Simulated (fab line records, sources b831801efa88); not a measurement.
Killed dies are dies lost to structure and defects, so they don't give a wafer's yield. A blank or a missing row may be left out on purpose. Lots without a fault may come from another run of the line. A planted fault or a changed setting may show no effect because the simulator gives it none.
fab line records | flow sky130
record lots=6 wafers=18 last_day=50
route steps=708 shown VT_ADJUST_LVTN@116 VT_ADJUST_NCORE@119 VT_ADJUST_HVTR@131 VT_ADJUST_PCH@143 SONOS_TUNNEL@154 PAD_OPEN@708
lots that met no fault: from a run of the same line without faults
start_h: hours from the record's first day to the start of the lot's first wafer shown | wait_h: hours since the lot's step before | " the same as in the row above | L1.1+2: a row that stands for several wafers | - no value, or no start given | * or withheld: withheld | < > ~ a bound
route shown NAME@n: a module of which the file shows steps, and the number in the route of the first | usual: mean/standard deviation of fault-free wafers | same: alike in all rows | chamber/n: place in a boat | sites: the reading at each site | _std_site: their standard deviation | _edge_site: outer sites' mean less inner sites' | radius_mm: how far each site lies from the wafer's centre | mask NAME#n: copy n | behind: the tool/chamber that last shaped the wafer | hold: why the lot was held/for how many hours/how that ended | device: the transistor (n, p or np) that didn't switch | end of line: the same wafers' tests at the end of the route | a step without rows: its recipe alone | killed: dies lost to structure and defects at the first sort, not the wafer's yield | map: a wafer's dies, x killed, . not, _ none there
set.NAME: the setting as run; set.NAME@STEP: as run at that earlier step | model.NAME: the simulator's own value behind a step, which no gauge read
lots at some steps of the route; a table a step, a row a wafer
services: from which hour (start_h, from the record's first day; less than 0 if before it) a tool's chamber was out of use, for how many hours, and why
## steps
# step SKY_VT_ADJUST_LVTN_IMPLANT_19
# recipe species=B energy_kev=30 dose_cm2=6.5e+11 tilt_deg=withheld
# step SKY_VT_ADJUST_LVTN_STRIP_20
# recipe chemistry=O2/N2 power_w=1400 pressure_mtorr=1500 platen_temp_c=withheld o2_flow_sccm=3000 n2_flow_sccm=300 overash_fraction=0.5
# usual drypump_motor_current_A=5.6/0.48 n2_flow_sccm=300.0/0.91 oes_product_au=0.716/0.0045 strip_time_to_endpoint_s=14.16/0.044
# columns lot.wafer tool chamber start_h wait_h drypump_motor_current_A n2_flow_sccm oes_product_au rf_hours_counter_h strip_time_to_endpoint_s
L341.1 plasma_asher-03 1 171.48 0.1 5.7 299.6 0.716 5 14.11
L341.3 " 1 " " 5.7 300.9 0.712 - 14.06
L341.6 " 0 " " 5.9 299.2 0.723 - 14.13
L343.1 plasma_asher-04 1 188.22 0.1 4.9 300.2 0.717 38 14.14
L343.3 " 0 " " 5.9 300.0 0.712 - 14.14
L343.5 " 0 " " 5.9 298.6 0.718 - 14.17
L353.2 plasma_asher-04 1 256.86 0.1 4.9 298.5 0.717 46 14.09
L353.3 " 0 " " 5.9 299.6 0.717 - 14.08
L353.4 " 1 " " 4.9 299.3 0.722 - 14.16
L354.3 plasma_asher-03 0 270.05 0.1 5.9 299.7 0.710 - 14.15
L354.4 " 1 " " 5.6 299.3 0.715 - 14.13
L354.5 " 0 " " 5.9 301.1 0.713 - 14.13
L357.1 plasma_asher-03 0 291.27 0.1 5.9 302.3 0.706 17 14.20
L357.2 " 1 " " 5.6 299.6 0.717 17 14.22
L357.6 " 0 " " 5.9 299.9 0.717 - 14.21
L359.2 plasma_asher-03 1 295.33 0.1 5.6 300.6 0.712 17 14.25
L359.3 " 1 " " 5.6 300.9 0.718 - 14.17
L359.4 " 0 " " 5.9 299.0 0.711 - 14.20
# step SKY_VT_ADJUST_LVTN_TW_MEAS_21
# usual VT_ADJUST_LVTN_2_TW=187.6/1.2
# columns lot.wafer tool chamber start_h wait_h VT_ADJUST_LVTN_2_TW
L341.1 film_metro-03 - 171.58 0.1 189.3
L341.3 " - " " 187.8
L341.6 " - " " 188.0
L343.1 film_metro-01 - 188.32 0.1 185.8
L343.3 " - " " 186.0
L343.5 " - " " 185.5
L353.2 film_metro-01 - 256.97 0.1 185.8
L353.3 " - " " 185.6
L353.4 " - " " 187.3
L354.3 film_metro-02 - 270.13 0.1 188.4
L354.4 " - " " 188.8
L354.5 " - " " 189.0
L357.1 film_metro-03 - 291.37 0.1 188.5
L357.2 " - " " 189.1
L357.6 " - " " 188.8
L359.2 film_metro-01 - 295.44 0.1 187.3
L359.3 " - " " 187.0
L359.4 " - " " 187.1
# step SKY_VT_ADJUST_NCORE_DEHYDRATE_00
# recipe temp_c=200 time_s=60
# step SKY_VT_ADJUST_NCORE_HMDS_01
# recipe prime_time_s=60 prime_temp_c=120
# step SKY_VT_ADJUST_NCORE_COAT_02
# recipe resist=NOVOLAK spin_rpm=3000 resist_thk_nm=1121
# step SKY_VT_ADJUST_NCORE_SOFTBAKE_03
# recipe temp_c=90 time_s=60 resist=NOVOLAK
# step SKY_VT_ADJUST_NCORE_EXPOSE_04
# recipe mask_id=LVTN_COMPLEMENT_THIN na=0.6 source_shape=conventional sigma_outer=0.6 polarization=unpolarized target_cd_nm=380 dose_mj=139
# step SKY_VT_ADJUST_NCORE_PEB_05
# recipe temp_c=withheld time_s=* resist=NOVOLAK
# step SKY_VT_ADJUST_NCORE_DEVELOP_06
# recipe resist=NOVOLAK developer=TMAH develop_time_s=60 dev_temp_c=23
# step SKY_VT_ADJUST_NCORE_CD_MEAS_07
# recipe target_cd_nm=380
# usual cd_nm=379.8/2.4
# columns lot.wafer tool chamber start_h wait_h cd_nm
L341.1 cd_sem-02 - 191.92 0.2 380.1
L341.3 " - " " 378.7
L341.6 " - " " 380.0
L343.1 cd_sem-02 - 209.23 0.1 377.7
L343.3 " - " " 378.2
L343.5 " - " " 378.5
L353.2 cd_sem-01 - 281.15 0.1 379.0
L353.3 " - " " 381.0
L353.4 " - " " 378.1
L354.3 cd_sem-02 - 294.88 0.1 379.0
L354.4 " - " " 381.7
L354.5 " - " " 378.2
L357.1 cd_sem-01 - 317.18 0.1 381.5
L357.2 " - " " 382.2
L357.6 " - " " 378.7
L359.2 cd_sem-01 - 321.51 0.1 382.3
L359.3 " - " " 379.8
L359.4 " - " " 381.0
# step SKY_VT_ADJUST_NCORE_OVL_MEAS_08
# usual VT_ADJUST_NCORE_OVL=-0.2/1.5
# columns lot.wafer tool chamber start_h wait_h VT_ADJUST_NCORE_OVL[nm]
L341.1 overlay-02 - 192.04 0.1 1.3
L341.3 " - " " 0.7
L341.6 " - " " 1.7
L343.1 overlay-02 - 209.35 0.1 1.1
L343.3 " - " " 1.0
L343.5 " - " " 2.2
L353.2 overlay-01 - 281.25 0.1 0.6
L353.3 " - " " 0.4
L353.4 " - " " 1.3
L354.3 overlay-01 - 294.98 0.1 2.4
L354.4 " - " " 1.0
L354.5 " - " " 2.4
L357.1 overlay-02 - 317.31 0.1 -1.3
L357.2 " - " " -1.9
L357.6 " - " " -1.0
L359.2 overlay-02 - 321.62 0.1 -2.1
L359.3 " - " " -0.3
L359.4 " - " " -1.8
# step SKY_VT_ADJUST_NCORE_IMPLANT_09
# recipe species=B energy_kev=10 dose_cm2=2.4e+12 tilt_deg=withheld
# usual beam_energy_keV=9.9997/0.0028
# columns lot.wafer tool chamber start_h wait_h beam_energy_keV
L341.1 implanter-03 0 192.07 0.0 9.9890
L341.3 " 0 " " 9.9922
L341.6 " 0 " " 9.9978
L343.1 implanter-04 0 209.39 0.0 10.001
L343.3 " 0 " " 10.001
L343.5 " 0 " " 9.9996
L353.2 implanter-04 0 281.31 0.0 9.9995
L353.3 " 0 " " 9.9971
L353.4 " 0 " " 10.003
L354.3 implanter-04 0 295.05 0.1 9.9991
L354.4 " 0 " " 9.9985
L354.5 " 0 " " 10.001
L357.1 implanter-03 0 317.35 0.0 10.001
L357.2 " 0 " " 10.005
L357.6 " 0 " " 10.001
L359.2 implanter-03 0 321.68 0.0 9.9988
L359.3 " 0 " " 10.006
L359.4 " 0 " " 9.9933
# step SKY_VT_ADJUST_NCORE_STRIP_10
# recipe chemistry=O2/N2 power_w=1400 pressure_mtorr=1500 platen_temp_c=withheld o2_flow_sccm=3000 n2_flow_sccm=300 overash_fraction=0.5
# usual drypump_motor_current_A=5.7/0.42 n2_flow_sccm=300.0/0.91 oes_product_au=0.716/0.0045 strip_time_to_endpoint_s=13.94/0.037
# columns lot.wafer tool chamber start_h wait_h drypump_motor_current_A n2_flow_sccm oes_product_au rf_hours_counter_h strip_time_to_endpoint_s
L341.1 plasma_asher-04 0 192.22 0.1 5.9 301.5 0.710 39 14.03
L341.3 " 0 " " 5.9 299.6 0.718 - 14.00
L341.6 " 1 " " 5.0 299.7 0.712 - 14.01
L343.1 plasma_asher-04 1 209.54 0.1 5.0 300.4 0.710 40 14.04
L343.3 " 1 " " 5.0 300.0 0.709 - 13.96
L343.5 " 0 " " 5.9 300.3 0.711 - 14.00
L353.2 plasma_asher-02 1 281.43 0.1 5.4 300.4 0.713 59 13.94
L353.3 " 0 " " 6.3 299.8 0.705 - 13.96
L353.4 " 1 " " 5.4 300.2 0.718 - 13.95
L354.3 plasma_asher-04 1 295.18 0.1 4.9 299.2 0.717 - 13.95
L354.4 " 0 " " 5.9 300.9 0.714 - 13.95
L354.5 " 0 " " 5.9 300.5 0.718 - 13.96
L357.1 plasma_asher-03 0 317.50 0.1 5.9 298.2 0.718 20 13.96
L357.2 " 1 " " 5.6 300.1 0.722 20 13.95
L357.6 " 1 " " 5.6 299.7 0.722 - 13.98
L359.2 plasma_asher-03 0 321.80 0.1 5.9 299.4 0.713 21 13.91
L359.3 " 0 " " 5.9 298.6 0.712 - 13.93
L359.4 " 1 " " 5.7 299.8 0.722 - 13.93
# step SKY_VT_ADJUST_NCORE_TW_MEAS_11
# usual VT_ADJUST_NCORE_TW=218.2/1.7
# columns lot.wafer tool chamber start_h wait_h VT_ADJUST_NCORE_TW
L341.1 film_metro-03 - 192.32 0.1 219.0
L341.3 " - " " 220.1
L341.6 " - " " 220.5
L343.1 film_metro-03 - 209.64 0.1 218.6
L343.3 " - " " 218.6
L343.5 " - " " 219.3
L353.2 film_metro-04 - 281.54 0.1 218.8
L353.3 " - " " 219.0
L353.4 " - " " 219.2
L354.3 film_metro-03 - 295.27 0.1 218.7
L354.4 " - " " 219.1
L354.5 " - " " 218.8
L357.1 film_metro-03 - 317.60 0.1 218.8
L357.2 " - " " 219.5
L357.6 " - " " 218.4
L359.2 film_metro-01 - 321.91 0.1 216.8
L359.3 " - " " 215.8
L359.4 " - " " 217.3
# step SKY_VT_ADJUST_HVTR_DEHYDRATE_00
# recipe temp_c=200 time_s=60
# step SKY_VT_ADJUST_HVTR_HMDS_01
# recipe prime_time_s=60 prime_temp_c=120
# step SKY_VT_ADJUST_HVTR_COAT_02
# recipe resist=NOVOLAK spin_rpm=3000 resist_thk_nm=1154
# step SKY_VT_ADJUST_HVTR_SOFTBAKE_03
# recipe temp_c=90 time_s=60 resist=NOVOLAK
# step SKY_VT_ADJUST_HVTR_EXPOSE_04
# recipe mask_id=HVTRM target_cd_nm=380 na=0.6 source_shape=conventional sigma_outer=0.6 dose_mj=150
# step SKY_VT_ADJUST_HVTR_PEB_05
# recipe temp_c=withheld time_s=* resist=NOVOLAK
# step SKY_VT_ADJUST_HVTR_DEVELOP_06
# recipe develop_time_s=60 dev_temp_c=23
# step SKY_VT_ADJUST_HVTR_CD_MEAS_07
# recipe target_cd_nm=380
# usual cd_nm=379.8/2.4
# columns lot.wafer tool chamber start_h wait_h cd_nm
L341.1 cd_sem-01 - 213.86 0.1 380.5
L341.3 " - " " 378.9
L341.6 " - " " 382.2
L343.1 cd_sem-01 - 232.09 0.1 379.4
L343.3 " - " " 380.4
L343.5 " - " " 381.0
L353.2 cd_sem-01 - 306.75 0.1 381.0
L353.3 " - " " 380.5
L353.4 " - " " 383.1
L354.3 cd_sem-01 - 321.30 0.1 375.7
L354.4 " - " " 375.5
L354.5 " - " " 374.8
L357.1 cd_sem-01 - 343.73 0.1 381.9
L357.2 " - " " 383.8
L357.6 " - " " 382.7
L359.2 cd_sem-01 - 349.41 0.1 376.2
L359.3 " - " " 373.2
L359.4 " - " " 376.6
# step SKY_VT_ADJUST_HVTR_OVL_MEAS_08
# usual VT_ADJUST_HVTR_OVL=0.1/1.5
# columns lot.wafer tool chamber start_h wait_h VT_ADJUST_HVTR_OVL[nm]
L341.1 overlay-02 - 213.98 0.1 -0.3
L341.3 " - " " -0.2
L341.6 " - " " -0.4
L343.1 overlay-01 - 232.21 0.1 0.8
L343.3 " - " " 0.7
L343.5 " - " " 1.2
L353.2 overlay-02 - 306.85 0.1 -0.9
L353.3 " - " " -2.0
L353.4 " - " " -2.8
L354.3 overlay-02 - 321.39 0.1 -0.9
L354.4 " - " " 0.7
L354.5 " - " " 1.0
L357.1 overlay-02 - 343.85 0.1 0.0
L357.2 " - " " 2.2
L357.6 " - " " 2.3
L359.2 overlay-02 - 349.51 0.1 1.6
L359.3 " - " " 0.4
L359.4 " - " " -0.2
# step SKY_VT_ADJUST_HVTR_IMPLANT_09
# recipe species=B energy_kev=10 dose_cm2=2.1e+12 tilt_deg=withheld
# step SKY_VT_ADJUST_HVTR_STRIP_10
# recipe chemistry=O2/N2 power_w=1400 pressure_mtorr=1500 platen_temp_c=withheld o2_flow_sccm=3000 n2_flow_sccm=300 overash_fraction=0.5
# usual drypump_motor_current_A=5.8/0.4 n2_flow_sccm=300.0/0.85 oes_product_au=0.716/0.0041 strip_time_to_endpoint_s=14.30/0.032
# columns lot.wafer tool chamber start_h wait_h drypump_motor_current_A n2_flow_sccm oes_product_au rf_hours_counter_h strip_time_to_endpoint_s
L341.1 plasma_asher-02 0 214.16 0.1 6.3 300.5 0.719 52 14.32
L341.3 " 0 " " 6.3 299.0 0.716 - 14.34
L341.6 " 1 " " 5.4 300.1 0.713 - 14.32
L343.1 plasma_asher-03 0 232.39 0.1 5.9 299.8 0.718 11 14.32
L343.3 " 1 " " 5.6 301.1 0.718 - 14.27
L343.5 " 0 " " 5.9 299.1 0.726 - 14.27
L353.2 plasma_asher-02 1 307.03 0.1 5.4 300.0 0.712 62 14.31
L353.3 " 1 " " 5.4 299.7 0.722 - 14.32
L353.4 " 0 " " 6.3 299.1 0.719 - 14.30
L354.3 plasma_asher-02 0 321.60 0.1 6.3 299.8 0.724 - 14.30
L354.4 " 1 " " 5.4 299.9 0.711 - 14.31
L354.5 " 0 " " 6.3 299.4 0.713 - 14.33
L357.1 plasma_asher-03 1 344.03 0.1 5.7 300.5 0.711 23 14.29
L357.2 " 0 " " 5.9 299.3 0.717 23 14.28
L357.6 " 0 " " 5.9 300.8 0.719 - 14.28
L359.2 plasma_asher-03 1 349.84 0.2 5.6 299.2 0.718 24 14.31
L359.3 " 1 " " 5.7 300.8 0.714 - 14.30
L359.4 " 0 " " 5.9 300.5 0.717 - 14.30
# step SKY_VT_ADJUST_HVTR_TW_MEAS_11
# usual VT_ADJUST_HVTR_TW=211.4/0.95
# columns lot.wafer tool chamber start_h wait_h VT_ADJUST_HVTR_TW
L341.1 film_metro-02 - 214.26 0.1 212.7
L341.3 " - " " 211.0
L341.6 " - " " 211.7
L343.1 film_metro-03 - 232.49 0.1 209.5
L343.3 " - " " 210.3
L343.5 " - " " 209.4
L353.2 film_metro-02 - 307.14 0.1 211.7
L353.3 " - " " 210.9
L353.4 " - " " 211.5
L354.3 film_metro-02 - 321.68 0.1 210.8
L354.4 " - " " 210.0
L354.5 " - " " 211.9
L357.1 film_metro-03 - 344.13 0.1 212.9
L357.2 " - " " 212.3
L357.6 " - " " 211.0
L359.2 film_metro-04 - 349.95 0.1 210.5
L359.3 " - " " 211.2
L359.4 " - " " 211.2
# step SKY_VT_ADJUST_PCH_DEHYDRATE_00
# recipe temp_c=200 time_s=60
# step SKY_VT_ADJUST_PCH_HMDS_01
# recipe prime_time_s=60 prime_temp_c=120
# step SKY_VT_ADJUST_PCH_COAT_02
# recipe spin_rpm=2000 resist_thk_nm=3000
# step SKY_VT_ADJUST_PCH_SOFTBAKE_03
# recipe temp_c=110 time_s=withheld
# step SKY_VT_ADJUST_PCH_EXPOSE_04
# recipe mask_id=NWM na=0.6 source_shape=conventional sigma_outer=0.6 polarization=unpolarized target_cd_nm=840 dose_mj=255
# step SKY_VT_ADJUST_PCH_PEB_05
# recipe temp_c=115 time_s=withheld
# step SKY_VT_ADJUST_PCH_DEVELOP_06
# recipe wall_angle_deg=90 developer=TMAH develop_time_s=60 dev_temp_c=23
# step SKY_VT_ADJUST_PCH_OVL_MEAS_07
# usual VT_ADJUST_PCH_OVL=-0.9/1.3
# columns lot.wafer tool chamber start_h wait_h VT_ADJUST_PCH_OVL[nm]
L341.1 overlay-01 - 236.81 - -3.1
L341.3 " - " " -2.0
L341.6 " - " " -2.0
L343.1 overlay-01 - 256.05 - 0.7
L343.3 " - " " 0.4
L343.5 " - " " 0.6
L353.2 overlay-02 - 334.16 - 0.5
L353.3 " - " " 2.1
L353.4 " - " " -0.2
L354.3 overlay-02 - 348.86 - -1.2
L354.4 " - " " -1.4
L354.5 " - " " -2.0
L357.1 overlay-02 - 372.09 - -1.0
L357.2 " - " " -1.9
L357.6 " - " " -2.4
L359.2 overlay-02 - 376.96 - -0.1
L359.3 " - " " -1.2
L359.4 " - " " 0.3
# step SKY_VT_ADJUST_PCH_IMPLANT_08
# recipe species=B energy_kev=10 dose_cm2=5e+11 tilt_deg=withheld
# step SKY_VT_ADJUST_PCH_STRIP_09
# recipe chemistry=O2/N2 power_w=1400 pressure_mtorr=1500 platen_temp_c=withheld o2_flow_sccm=3000 n2_flow_sccm=300 overash_fraction=0.5
# usual drypump_motor_current_A=5.7/0.55 n2_flow_sccm=300.1/0.91 oes_product_au=0.722/0.0049 strip_time_to_endpoint_s=36.94/0.096
# columns lot.wafer tool chamber start_h wait_h drypump_motor_current_A n2_flow_sccm oes_product_au rf_hours_counter_h strip_time_to_endpoint_s
L341.1 plasma_asher-02 1 236.99 0.1 5.4 298.8 0.715 55 36.77
L341.3 " 1 " " 5.4 299.5 0.729 - 36.93
L341.6 " 0 " " 6.3 301.4 0.723 - 36.96
L343.1 plasma_asher-04 0 256.23 0.1 5.9 300.9 0.715 45 37.00
L343.3 " 0 " " 5.9 301.1 0.725 - 37.04
L343.5 " 0 " " 5.9 299.7 0.730 - 37.05
L353.2 plasma_asher-02 0 334.34 0.1 6.3 301.5 0.726 65 36.94
L353.3 " 1 " " 5.4 301.1 0.727 - 36.87
L353.4 " 0 " " 6.3 300.9 0.725 - 36.84
L354.3 plasma_asher-02 0 349.06 0.1 6.3 300.6 0.719 - 36.91
L354.4 " 1 " " 5.4 299.4 0.725 - 36.92
L354.5 " 0 " " 6.3 298.6 0.716 - 36.94
L357.1 plasma_asher-02 0 372.28 0.1 6.3 300.3 0.715 69 36.93
L357.2 " 1 " " 5.4 299.4 0.717 69 36.85
L357.6 " 1 " " 5.5 298.3 0.721 - 36.96
L359.2 plasma_asher-01 0 377.14 0.1 6.4 300.6 0.722 67 37.01
L359.3 " 1 " " 5.0 301.1 0.720 - 37.06
L359.4 " 0 " " 6.4 300.6 0.723 - 37.06
# step SKY_VT_ADJUST_PCH_TW_MEAS_10
# usual VT_ADJUST_PCH_TW=142.4/0.99
# columns lot.wafer tool chamber start_h wait_h VT_ADJUST_PCH_TW
L341.1 film_metro-04 - 237.09 0.1 143.1
L341.3 " - " " 142.0
L341.6 " - " " 141.7
L343.1 film_metro-04 - 256.33 0.1 143.2
L343.3 " - " " 143.4
L343.5 " - " " 142.0
L353.2 film_metro-01 - 334.45 0.1 140.6
L353.3 " - " " 141.2
L353.4 " - " " 140.5
L354.3 film_metro-01 - 349.15 0.1 140.7
L354.4 " - " " 140.7
L354.5 " - " " 141.1
L357.1 film_metro-02 - 372.38 0.1 143.4
L357.2 " - " " 143.8
L357.6 " - " " 143.2
L359.2 film_metro-02 - 377.25 0.1 143.1
L359.3 " - " " 143.2
L359.4 " - " " 143.5
# step SKY_SONOS_TUNNEL_DEHYDRATE_00
# recipe temp_c=200 time_s=60
# step SKY_SONOS_TUNNEL_HMDS_01
# recipe prime_time_s=60 prime_temp_c=120
# step SKY_SONOS_TUNNEL_COAT_02
# recipe resist=NOVOLAK spin_rpm=3000 resist_thk_nm=1140
# step SKY_SONOS_TUNNEL_SOFTBAKE_03
# recipe temp_c=90 time_s=60 resist=NOVOLAK
# step SKY_PAD_OPEN_PROBE_99
# usual killed_at_M0_to_M3=44/6.9 killed_at_M4_up=3.3/1.7 killed_at_contacts=24/4.7 killed_at_front_end=15/4.5 killed_at_other=0.2/0.49 killed_dies=86/8.4 killed_open=47/6.5 killed_short=39/6
# same gross_dies=492 killed_at_back_side=0
# columns lot.wafer tool chamber start_h wait_h killed_at_M0_to_M3 killed_at_M4_up killed_at_contacts killed_at_front_end killed_at_other killed_dies killed_open killed_short model.etest.tip_n_5v.rs_ohm_sq_range model.etest.pfet_01v8.drive_ua_um_range model.etest.nfet_01v8.drive_ua_um_range model.etest.pfet_g5v0d10v5.vt_v_range model.etest.nfet_g5v0d10v5.vt_v_range model.etest.pfet_01v8.vt_v_range model.etest.nfet_01v8.vt_v_range
L341.1 prober-02 - 1080.67 0.1 44 4 25 8 0 81 44 37 25.6 5.763 11.08 0.02888 0.01945 0.008272 0.007381
L341.3 prober-02 - 1080.77 0.2 49 4 24 11 0 88 56 32 27.75 4.7 9.022 0.03958 0.007348 0.02325 0.01454
L341.6 prober-02 - 1080.92 0.2 49 6 21 11 0 87 41 46 39 3.506 8.626 0.03503 0.01466 0.01459 0.01527
L343.1 prober-01 - 1101.43 0.1 50 5 22 14 0 91 47 44 27.56 7.116 14.95 0.02953 0.0168 0.01094 0.01213
L343.3 prober-01 - 1101.53 0.2 42 3 26 33 1 105 60 45 21.37 5.889 4.11 0.05345 0.01496 0.01266 0.01159
L343.5 prober-01 - 1101.63 0.2 45 2 28 11 1 87 47 40 22.66 3.186 11.06 0.05269 0.01492 0.01008 0.009402
L353.2 prober-01 - 1162.40 0.1 44 4 16 19 1 84 47 37 55.86 11.18 11.7 0.1973 0.06573 0.04618 0.0106
L353.3 prober-01 - 1162.45 0.2 53 3 22 7 0 85 43 42 36.36 14.05 12.72 0.1663 0.06714 0.03912 0.01331
L353.4 prober-01 - 1162.50 0.2 48 3 33 13 1 98 52 46 50.84 11.6 11.81 0.1824 0.0667 0.0379 0.007823
L354.3 prober-01 - 1165.94 0.2 47 1 15 17 1 81 40 41 50.95 11.52 11.61 0.199 0.06303 0.0432 0.01413
L354.4 prober-01 - 1165.99 0.2 50 5 24 14 0 93 52 41 36.44 10.75 15.82 0.1814 0.06181 0.05336 0.01486
L354.5 prober-01 - 1166.04 0.2 49 3 26 11 1 90 49 41 44.04 14.97 9.089 0.1755 0.06502 0.04031 0.017
L357.1 prober-01 - 1185.93 0.1 44 6 19 20 0 89 40 49 19.94 4.011 10.57 0.04786 0.005733 0.01143 0.01132
L357.2 prober-01 - 1185.98 0.1 45 4 21 22 0 92 45 47 24.16 7.894 8.505 0.03065 0.01052 0.009378 0.008907
L357.6 prober-01 - 1186.18 0.2 50 4 14 14 0 82 47 35 20.05 9.575 6.204 0.05561 0.01043 0.01149 0.008416
L359.2 prober-02 - 1188.39 0.1 42 2 24 16 0 84 46 38 33.02 6.999 12.9 0.03643 0.01077 0.01277 0.009188
L359.3 prober-02 - 1188.44 0.2 40 5 27 11 1 84 51 33 25.98 5.688 10.16 0.0529 0.01486 0.02019 0.008574
L359.4 prober-02 - 1188.49 0.2 34 6 21 17 0 78 47 31 35.03 13.63 10.06 0.0844 0.01658 0.02264 0.008211
# killed by level:class
L341.1 VIA1:geometric_particle:open=12 LI_CONTACT:geometric_particle:open=9 METAL2:geometric_particle:short=9 VIA3:geometric_particle:open=7 CONTACT:geometric_particle:open=6 LI_CONTACT:geometric_particle:short=4 VIA1:geometric_particle:short=4 FIELD_ISO:geometric_particle:open=3
L341.3 VIA1:geometric_particle:open=15 LI_CONTACT:geometric_particle:open=9 VIA2:geometric_particle:open=9 CONTACT:geometric_particle:open=6 VIA3:geometric_particle:open=6 LOCAL_INTERCONNECT:geometric_particle:short=5 FIELD_ISO:geometric_particle:short=4 POLY_GATE:geometric_particle:open=4
L341.6 VIA1:geometric_particle:open=13 VIA1:geometric_particle:short=8 CONTACT:geometric_particle:open=7 VIA2:geometric_particle:open=6 METAL1:geometric_particle:short=5 VIA3:geometric_particle:open=5 METAL4:geometric_particle:short=5 FIELD_ISO:geometric_particle:short=4
L343.1 VIA1:geometric_particle:open=15 CONTACT:geometric_particle:open=8 VIA1:geometric_particle:short=7 METAL1:geometric_particle:short=5 METAL2:geometric_particle:short=5 METAL4:geometric_particle:short=5 LI_CONTACT:geometric_particle:open=4 VIA2:geometric_particle:open=4
L343.3 VIA1:geometric_particle:open=11 FIELD_ISO:geometric_particle:short=8 POLY_GATE:geometric_particle:open=8 LI_CONTACT:geometric_particle:open=7 CONTACT:geometric_particle:open=7 CONTACT:geometric_particle:short=5 METAL1:geometric_particle:short=5 FIELD_ISO:geometric_particle:open=4
L343.5 VIA1:geometric_particle:open=12 LI_CONTACT:geometric_particle:open=10 CONTACT:geometric_particle:open=8 VIA1:geometric_particle:short=8 VIA2:geometric_particle:open=6 CONTACT:geometric_particle:short=6 METAL2:geometric_particle:short=5 FIELD_ISO:geometric_particle:short=4
L353.2 VIA1:geometric_particle:open=10 POLY_GATE:geometric_particle:open=7 CONTACT:geometric_particle:open=7 METAL1:geometric_particle:short=6 LI_CONTACT:geometric_particle:short=5 VIA3:geometric_particle:short=5 VIA2:geometric_particle:open=5 FIELD_ISO:geometric_particle:open=4
L353.3 VIA1:geometric_particle:open=15 METAL1:geometric_particle:short=10 VIA3:geometric_particle:open=7 LOCAL_INTERCONNECT:geometric_particle:short=6 CONTACT:geometric_particle:open=5 METAL2:geometric_particle:short=5 VIA2:geometric_particle:open=5 LI_CONTACT:geometric_particle:open=4
L353.4 LI_CONTACT:geometric_particle:open=10 CONTACT:geometric_particle:open=10 METAL1:geometric_particle:short=10 VIA1:geometric_particle:open=8 VIA2:geometric_particle:open=7 VIA1:geometric_particle:short=6 FIELD_ISO:geometric_particle:short=5 LI_CONTACT:geometric_particle:short=5
L354.3 VIA1:geometric_particle:open=17 POLY_GATE:geometric_particle:short=7 LOCAL_INTERCONNECT:geometric_particle:short=5 METAL1:geometric_particle:short=5 VIA1:geometric_particle:short=5 METAL2:geometric_particle:short=5 VIA2:geometric_particle:open=4 VIA3:geometric_particle:open=4
L354.4 VIA1:geometric_particle:open=17 LOCAL_INTERCONNECT:geometric_particle:short=9 VIA2:geometric_particle:open=8 VIA3:geometric_particle:open=7 METAL2:geometric_particle:short=5 METAL4:geometric_particle:short=5 POLY_GATE:geometric_particle:open=4 LI_CONTACT:geometric_particle:open=4
L354.5 VIA1:geometric_particle:open=11 VIA3:geometric_particle:open=9 CONTACT:geometric_particle:open=8 VIA1:geometric_particle:short=7 LI_CONTACT:geometric_particle:open=6 LOCAL_INTERCONNECT:geometric_particle:short=5 CONTACT:geometric_particle:short=4 METAL2:geometric_particle:short=4
L357.1 METAL2:geometric_particle:short=11 CONTACT:geometric_particle:open=10 METAL1:geometric_particle:short=7 FIELD_ISO:geometric_particle:open=6 VIA1:geometric_particle:open=6 VIA1:geometric_particle:short=5 VIA2:geometric_particle:open=5 POLY_GATE:geometric_particle:short=4
L357.2 VIA1:geometric_particle:open=12 CONTACT:geometric_particle:open=10 METAL2:geometric_particle:short=8 POLY_GATE:geometric_particle:open=7 VIA1:geometric_particle:short=6 METAL1:geometric_particle:short=6 POLY_GATE:geometric_particle:short=5 FIELD_ISO:geometric_particle:short=4
L357.6 VIA1:geometric_particle:open=12 VIA1:geometric_particle:short=10 VIA3:geometric_particle:open=7 METAL2:geometric_particle:short=6 VIA2:geometric_particle:open=5 LI_CONTACT:geometric_particle:open=5 FIELD_ISO:geometric_particle:open=4 POLY_GATE:geometric_particle:short=4
L359.2 VIA1:geometric_particle:open=10 LI_CONTACT:geometric_particle:open=10 VIA3:geometric_particle:open=6 VIA1:geometric_particle:short=6 FIELD_ISO:geometric_particle:short=5 CONTACT:geometric_particle:open=5 METAL1:geometric_particle:short=5 METAL2:geometric_particle:short=5
L359.3 LI_CONTACT:geometric_particle:open=12 VIA1:geometric_particle:open=10 VIA2:geometric_particle:open=8 LOCAL_INTERCONNECT:geometric_particle:short=7 VIA2:geometric_particle:short=5 VIA3:geometric_particle:open=5 CONTACT:geometric_particle:open=4 VIA1:geometric_particle:short=4
L359.4 CONTACT:geometric_particle:open=8 VIA1:geometric_particle:open=8 FIELD_ISO:geometric_particle:open=6 LI_CONTACT:geometric_particle:open=6 VIA3:geometric_particle:open=6 VIA2:geometric_particle:short=6 METAL2:geometric_particle:short=4 METAL4:geometric_particle:short=4
## services
# columns tool chamber start_h hours kind
implanter-04 - 187.33 6.3 pm
implanter-03 - 207.63 40.9 repair
plasma_asher-01 - 228.18 14.6 pm
implanter-04 - 243.52 4.8 pm
implanter-03 - 248.52 6.2 pm
plasma_asher-02 - 252.73 0.9 repair
implanter-03 - 269.65 3.3 repair
plasma_asher-01 - 271.71 2.8 pm
plasma_asher-04 - 281.48 5.6 repair
plasma_asher-03 - 281.94 2.9 repair
plasma_asher-03 - 283.02 4.3 repair
plasma_asher-01 - 284.23 0.6 repair
plasma_asher-01 - 308.17 28.1 pm
implanter-04 - 343.14 1.0 repair
## key
first_sign none at tools or gauges
model_effect step=SKY_PAD_OPEN_PROBE_99 value=etest.tip_n_5v.rs_ohm_sq_range without=35.43 struck=45.75
met_at SKY_VT_ADJUST_NCORE_IMPLANT_09
struck_wafers L353.2,L353.3,L353.4,L354.3,L354.4,L354.5
tester_left_out L353,L354
onset_between 209.39 281.31
also_fits SKY_VT_ADJUST_HVTR_STRIP_10:plasma_asher-02
fault kind=process_parameter_drift tool=implanter-04 chamber=- onset_h=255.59 steps=SKY_VT_ADJUST_NCORE_IMPLANT_09 channel=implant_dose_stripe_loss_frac offset=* shape=step end_h=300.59
# tester_left_out: of these lots the tester's yield and bins aren't shown, on N5 and GAA mostly nor the transistor test; their killed dies are dies lost to structure and defects alone, not to doping, threshold or leakage, so they don't give the yield
